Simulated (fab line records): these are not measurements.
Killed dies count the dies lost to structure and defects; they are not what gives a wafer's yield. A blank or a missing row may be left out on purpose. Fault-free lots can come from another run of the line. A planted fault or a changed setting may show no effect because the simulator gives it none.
2 desks, one fault | flow sky130 | each desk holds nothing but its own numbers, with what lay behind them at the end

## THE TOOL OWNER'S DESK: cvd_w-01
The tool's own readings at SKY_VIA4_CVD_18 (deposits W, target thk 505 nm, time 152.14 s): means of the sampled wafers that have a number, for each lot that ran on this tool. Any lot whose mean is over 4 standard deviations away from the usual mean is out of limits and marked OUT; that distance is given in the brackets.
Columns: A = chamber_pressure_Torr at SKY_VIA4_CVD_18, usual 39.99 Torr; B = heater_power_w at SKY_VIA4_CVD_18, usual 856 W
lot  | first seen here | A               | B
L609 | day 43 11:43    | 40.01           | 895
L616 | day 45 07:53    | 40.04           | 833
L626 | day 48 01:46    | 38.99 (-11) OUT | 822
This desk finds L626 out of limits, L626 being first, at day 48 01:46 (chamber_pressure_Torr at SKY_VIA4_CVD_18). Within limits: L609, L616.

## THE METROLOGY DESK
What the gauges read, lot by lot, whatever tool the lot ran on: means of the sampled wafers that have a number. Any lot whose mean is over 4 standard deviations away from the usual mean is out of limits and marked OUT; that distance is given in the brackets.
Columns: A = VIA4_OVL at SKY_VIA4_OVL_MEAS_11, usual 0.8 nm; B = VIA4_W_RS at SKY_VIA4_RS_MEAS_19, usual 0.2257 ohm/sq
lot  | first seen here | A    | B
L609 | day 43 10:58    | -0.6 | 0.2252
L614 | day 44 19:40    | 1.1  | 0.2271
L616 | day 45 07:07    | 0.2  | 0.2233
L626 | day 48 00:58    | 0.7  | 0.2279
L630 | day 48 17:08    | 2.0  | 0.2267
This desk found nothing out of limits on any of the 5 lots.

## TAKEN TOGETHER
The tool owner's desk had the chance to raise an alarm at day 48 01:46 on L626.
The metrology desk saw nothing out of limits.
The metrology desk holds a record of L626, inside its limits.
Every lot named ran SKY_VIA4_CVD_18 on cvd_w-01.

## WHAT HAD BEEN PUT IN BY THE SIMULATOR
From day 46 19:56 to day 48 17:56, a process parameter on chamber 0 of cvd_w-01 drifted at SKY_VIA4_CVD_18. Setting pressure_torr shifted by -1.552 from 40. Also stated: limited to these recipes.
Struck lots among those shown: L626.
How many hours passed from the start of the fault until each desk's first out-of-limits reading: the tool owner's desk, 30.
